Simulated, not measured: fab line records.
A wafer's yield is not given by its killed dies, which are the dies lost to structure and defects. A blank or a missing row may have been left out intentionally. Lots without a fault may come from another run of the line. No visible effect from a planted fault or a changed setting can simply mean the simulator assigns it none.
Chamber matching	flow sky130	cmp-01 running SKY_FIELD_ISO_CMP_27: 4 sister chambers
The step polishes, stops on Si3N4, t overpolish 16 s, target thk 457.8 nm. 4 wafers are shown with their chamber, then 7 later ones without.

WAFERS, EACH WITH ITS CHAMBER
wafer	chamber	motor-current-A (A)
L782.1	3	12.7
L784.1	2	12.8
L796.2	0	12.6
L796.3	1	11.9

WAFERS WITHOUT THEIR CHAMBER
wafer	motor-current-A (A)
L796.4	12.7
L798.1	12.2
L798.2	12.5
L798.3	13.5
L800.3	11.7
L800.4	12.5
L800.5	13.5

EACH ONE'S CHAMBER
wafer	from the rows above	in truth
L796.4	can't be placed: 3 or 0 or 2 or 1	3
L798.1	can't be placed: 1 or 0 or 3 or 2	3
L798.2	can't be placed: 0 or 3 or 2 or 1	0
L798.3	can't be placed: 2 or 3 or 0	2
L800.3	can't be placed: 1 or 0 or 3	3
L800.4	can't be placed: 0 or 3 or 2 or 1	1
L800.5	can't be placed: 2 or 3 or 0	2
0 of 7 placed correctly. Can't be placed from these rows: 7 (the true chamber is among the candidates in 7). Placed wrongly: 0.
How it was worked out, from the rows above alone: a wafer's distance from a chamber is the root of the sum, over the readings, of the square of ((its reading less the chamber's mean) divided by the reading's scatter). The wafer belongs to the nearest chamber; if the next one is less than 2 further off, it can't be placed. A chamber's mean is the mean of its shown wafers. The scatter (one wafer shown for each chamber): square how far every hidden wafer sits from the nearest shown wafer, average those squares and take the square root.
